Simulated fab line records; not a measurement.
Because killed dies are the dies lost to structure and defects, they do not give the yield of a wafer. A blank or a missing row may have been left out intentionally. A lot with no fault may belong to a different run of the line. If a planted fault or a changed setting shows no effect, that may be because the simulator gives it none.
Chamber matching ; flow sky130 ; SKY_METAL4_ETCH_17 on rie-diel-04: 4 sister chambers
The step etches SiO2 in C4F8/O2/Ar, stops on TiN, time 3.9 s, target depth 15 nm. 8 wafers are shown with their chamber, then 7 later ones without.

== EACH WAFER AND ITS CHAMBER ==
wafer;chamber;oes-product-au (a.u.)
L100.3;3;0.754
L100.4;0;0.764
L101.5;3;0.754
L104.3;0;0.750
L104.5;1;0.748
L103.2;1;0.754
L105.3;2;0.757
L105.4;2;0.760

== WAFERS WITH NO CHAMBER GIVEN ==
wafer;oes-product-au (a.u.)
L105.5;0.770
L106.3;0.753
L106.5;0.765
L106.6;0.758
L118.2;0.749
L118.4;0.762
L118.6;0.761

== THE CHAMBER EACH PASSED THROUGH ==
wafer;from the rows above;in truth
L105.5;can't be placed: 2 or 0 or 3 or 1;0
L106.3;can't be placed: 3 or 1 or 0 or 2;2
L106.5;can't be placed: 2 or 0 or 3 or 1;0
L106.6;can't be placed: 2 or 0 or 3 or 1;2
L118.2;can't be placed: 1 or 3 or 0 or 2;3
L118.4;can't be placed: 2 or 0 or 3 or 1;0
L118.6;can't be placed: 2 or 0 or 3 or 1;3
Correct placement for 0 of the 7. Unplaceable from these rows: 7, with the true chamber sitting among the candidates in 7. Wrongly placed: 0.
How it was worked out, from the rows above alone: a wafer's distance from a chamber is the root of the sum, over the readings, of the square of ((its reading less the chamber's mean) divided by the reading's scatter). If the next closest chamber is less than 2 further off than the closest, the wafer can't be placed; otherwise it belongs to the closest. Each chamber's mean is taken over the wafers shown for it. The scatter: take each reading less its chamber's mean, square it, sum over the shown wafers, divide by the number of wafers less the number of chambers, and take the root.
